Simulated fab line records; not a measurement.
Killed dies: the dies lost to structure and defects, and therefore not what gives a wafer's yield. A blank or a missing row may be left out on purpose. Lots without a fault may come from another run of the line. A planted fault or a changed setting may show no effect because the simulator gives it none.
Which tool is to blame? + flow sky130 + 7 lots, 20 wafers sampled, at 1 step of a route of 708

WHAT THE GAUGES SHOWED, per wafer
SKY_LDD_HVN_TW_MEAS_10.
| lot  | measured     | on            | LDD_HVN_TW     |
|------|--------------|---------------|----------------|
| L599 | day 20 03:58 | film-metro-03 | 1464 1456 1457 |
| L601 | day 21 00:17 | film-metro-04 | 1444 1446 1446 |
| L605 | day 22 17:49 | film-metro-04 | 1451 1443 1452 |
| L609 | day 24 23:27 | film-metro-02 | 1444 1433 1438 |
| L614 | day 26 06:25 | film-metro-04 | 1447 1442      |
| L617 | day 27 16:34 | film-metro-02 | 1439 1437 1439 |
| L621 | day 28 06:50 | film-metro-04 | 1453 1444 1445 |

WHAT TOOL EACH LOT RAN ON (gives the tool, then ch and the chambers of the sampled wafers, and finally the start)
The record shows no process step preceding these readings.

THE ANSWER, worked out from the rows above alone
Rule: the lots themselves supply what counts as usual. Put in order of their means at a reading, lots are off if they are a third of the lots or fewer, leave a main group of 4 or more, and stand apart from it by a gap of 3 or more times the standard deviation of the main group's means; of several such gaps the widest counts. The tables above print the reading to a certain number of digits; a main group whose means all agree to those digits is not used. Also off: a lot with no number at a reading for which 4 or more lots have one. Where the step has rows for the other lots, those lots are counted as sound.
None of the lots is off at any reading shown; this tells nothing.

WHAT WAS PUT IN BY THE SIMULATOR
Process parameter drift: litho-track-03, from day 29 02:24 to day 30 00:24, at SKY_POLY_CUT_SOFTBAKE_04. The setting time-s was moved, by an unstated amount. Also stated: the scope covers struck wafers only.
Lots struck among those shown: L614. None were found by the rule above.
